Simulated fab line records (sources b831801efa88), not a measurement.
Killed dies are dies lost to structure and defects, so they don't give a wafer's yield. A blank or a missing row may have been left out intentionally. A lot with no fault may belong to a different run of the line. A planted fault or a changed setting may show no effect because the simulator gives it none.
Struck lot and sound lot, side by side :: flow gf180mcu :: 35 out of 602 route steps
Sound: wafers L107.2, L107.3, L107.5. The struck wafers were L112.1, L112.3, L112.5. At the end, the cause is stated.
Each step with rows lists, per side, the tool, then ch with its chambers, then its first start. Under that, the readings that differ: sound wafers :: struck wafers :: difference of the means :: sigmas: that difference in standard deviations of wafers without a fault.
alike: readings with means less than 2 such deviations apart, plus words and numbers identical on both sides. not compared: withheld readings, readings lacking a value on some wafer, bounds such as >300 that could conceal the same value, and numbers that have no deviation in the record and whose values overlap.
Wherever a step has rows on one side only, a row that says differs or no value, or a row with sigmas, the two part there. Numbers that don't overlap but have no deviation are shown without sigmas and don't part them. A reading that every wafer of one side lacks parts them only if that side has two wafers or more.

first, 10 steps without rows for these wafers: GF_VT_IMPLANT_IMPLANT_30; GF_VT_IMPLANT_STRIP_31 (strips in O2/N2); GF_VT_IMPLANT_DEHYDRATE_33 (time 60 s); GF_VT_IMPLANT_HMDS_34 (prime time 60 s); GF_VT_IMPLANT_COAT_35 (resist thk 1000 nm); GF_VT_IMPLANT_SOFTBAKE_36 (time 60 s); GF_VT_IMPLANT_EXPOSE_37 (exposes mask Nwell HV AREA, target cd 860 nm); GF_VT_IMPLANT_PEB_38; GF_VT_IMPLANT_DEVELOP_39 (develop time 60 s); GF_VT_IMPLANT_IMPLANT_41.
GF_VT_IMPLANT_STRIP_42: strips in O2/N2.
  sound on plasma-asher-02 ch 0,1, day 8 23:24; struck on plasma-asher-02 ch 0,1, day 10 08:22
  alike: drypump-motor-current-A, heater-power-w, n2-flow-sccm, oes-product-au, strip-time-to-endpoint-s
  not compared: rf-hours-counter-h
then, 21 steps without rows for these wafers: GF_VT_IMPLANT_CLEAN_44 (cleans in SC1/SC2, time 150 s); GF_VT_IMPLANT_RTA_45 (time 30 s); GF_VT_IMPLANT_WET_ETCH_50 (etches SiO2 in dHF, target depth 20 nm, time 386.5 s); GF_DUAL_GATE_CLEAN_00 (cleans in SC1/SC2, time 150 s); GF_DUAL_GATE_CLEAN_01 (cleans in dHF, time 20 s); GF_DUAL_GATE_OXIDATION_02 (stabilise 600 s, purge 300 s, target thk 10.887 nm); GF_DUAL_GATE_DEHYDRATE_04 (time 60 s); GF_DUAL_GATE_HMDS_05 (prime time 60 s); GF_DUAL_GATE_COAT_06 (resist thk 1000 nm); GF_DUAL_GATE_SOFTBAKE_07 (time 60 s); GF_DUAL_GATE_EXPOSE_08 (exposes mask Dualgate, target cd 700 nm); GF_DUAL_GATE_PEB_09; GF_DUAL_GATE_DEVELOP_10 (develop time 60 s); GF_DUAL_GATE_WET_ETCH_12 (etches SiO2 in dHF, target depth 13 nm, time 260 s); GF_DUAL_GATE_STRIP_13 (strips in O2/N2); GF_DUAL_GATE_CLEAN_14 (cleans in SC1/SC2, time 150 s); GF_DUAL_GATE_OXIDATION_15 (stabilise 600 s, purge 300 s, target thk 7.098 nm); GF_POLY_GATE_CVD_00 (deposits poly-Si, target thk 200 nm, time 1200 s); GF_POLY_GATE_DEHYDRATE_02 (time 60 s); GF_POLY_GATE_HMDS_03 (prime time 60 s); GF_POLY_GATE_COAT_04.
-- the record jumps here: 14 days lie between the struck wafers' starts before and after (it left off in module POLY_GATE and takes up again in module V2, whose first step shown is number 398 of the route) --
GF_V2_ETCH_16: etches BARC in N2/H2.
  sound on rie-diel-03 ch 1,2,3, day 22 07:26; struck on rie-diel-04 ch 1,2,3, day 24 00:47
  alike: drypump-motor-current-A, n2-flow-sccm, oes-product-au, rf-fwd-power-W, throttle-valve-pct
  not compared: model.V2.cd-nm
GF_V2_ETCH_17: etches SiO2 in C4F8/O2/Ar, stops on TiN, target depth 630 nm.
  sound on rie-diel-03 ch 1,2,3; struck on rie-diel-04 ch 1,2,3
  alike: oes-product-au, rf-fwd-power-W
  not compared: model.V2.cd-nm
-- the record jumps here: 8 days lie between the struck wafers' starts before and after (it left off in module V2 and takes up again in module PASSIVATION, whose first step shown is number 602 of the route) --
GF_PASSIVATION_PROBE_99:
  rows exist in the record for the struck wafers here (prober-01, day 32 00:05), but not for the sound ones

## WHERE THEY PART
Only at GF_PASSIVATION_PROBE_99, as far as this record shows.

WHY: what had been put in by the simulator
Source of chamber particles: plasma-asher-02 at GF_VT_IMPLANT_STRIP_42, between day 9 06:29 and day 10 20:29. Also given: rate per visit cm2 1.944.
